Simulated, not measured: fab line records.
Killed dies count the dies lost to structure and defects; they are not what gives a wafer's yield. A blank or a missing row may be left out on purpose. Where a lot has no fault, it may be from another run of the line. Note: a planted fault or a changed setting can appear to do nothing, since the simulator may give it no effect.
Problem report in the 8D (eight disciplines) form, filled by code    flow gf180mcu    the parts of the form that need people (team, actions taken, sign-off) are left out

1. THE ISSUE
STI_CVD_23_THK at GF_STI_THK_MEAS_24 reads a mean of 464 nm on 1 wafer of 1 lot; wafers without a fault read 650 nm with a standard deviation of 5.8. Measured from the usual mean, that is -32 standard deviations.
The first sign was on wafer L573.6 at day 4 11:20, on film_metro-02. The record holds 32 wafers of 11 lots with a number at this step. Rule for "out", or "out of limits": more than 4 standard deviations from the usual mean. All remaining wafers that have a number are taken as sound.

2. WHAT IT IS AND WHAT IT IS NOT
question                     is                is not
which readings at this step  STI_CVD_23_THK    -
which lots                   L573              L562, L563, L564, L565, L566, L575, L577, L581, L583, L584
which wafers of those lots   L573.6            L573.4
read on which gauges         film_metro-02     film_metro-01, film_metro-04
when                         from day 4 11:20  up to then (16 sound wafers); but 15 sound wafers of L575, L577, L581, L583, L584 came after

3. WHAT RULES OUT EACH SUSPECT
Counting: if a tool at a process step up to the reading ran every lot that is out, it stays a suspect. Sound lots after the first of them don't rule it out here, since some wafers of a struck lot are sound.
- the gauge at GF_STI_THK_MEAS_24 is ruled out. All the wafers that are out were read on film_metro-02, but those of them that GF_STI_CMP_25 has rows for are out there too, on other tools.
- hdpcvd-01 at GF_STI_CVD_23 (deposits SiO2, target thk 650 nm, time 108.3 s): kept. The lot that is out, L573, ran on it at day 4 11:16; the last sound lot it ran before that was L566, at day 2 23:49.
Remaining after the count: hdpcvd-01 at GF_STI_CVD_23.

4. THE CAUSE (what the simulator had put in)
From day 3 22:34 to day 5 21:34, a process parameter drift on hdpcvd-01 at GF_STI_CVD_23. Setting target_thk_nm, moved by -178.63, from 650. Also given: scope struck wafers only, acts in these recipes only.
After counting, this tool was the only one left.

5. SEQUENCE OF EFFECTS, ordered by route
Rows list readings where the struck wafers' mean (over those with a number) sits beyond 3 standard deviations from the usual. Scope: only readings with a usual standard deviation given in the record; hours: median across lots of the time from each lot's start at the first step in this table that gives one to its start at this step; sigmas: change in usual standard deviations.
hours  step                reading             usual   on struck wafers  change  sigmas
0      GF_STI_THK_MEAS_24  STI_CVD_23_THK      650 nm  464               -186    -32
0      GF_STI_CMP_25       time_to_endpoint_s  122 s   85                -37     -9.5
The process steps in it:
- GF_STI_CMP_25: polishes, stops on Si3N4, t overpolish 33 s, target thk 524.6 nm.

6. WHAT WOULD HAVE CAUGHT IT SOONER
In this record the first reading out of limits at a measuring or inspecting step was taken at day 4 11:20, 13 hours after the fault began at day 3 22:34.
By day 4 11:20 the whole set of lots that are out, 1 in number, had already begun GF_STI_CVD_23 on hdpcvd-01. A hold on the tool at that time would have spared none of them.
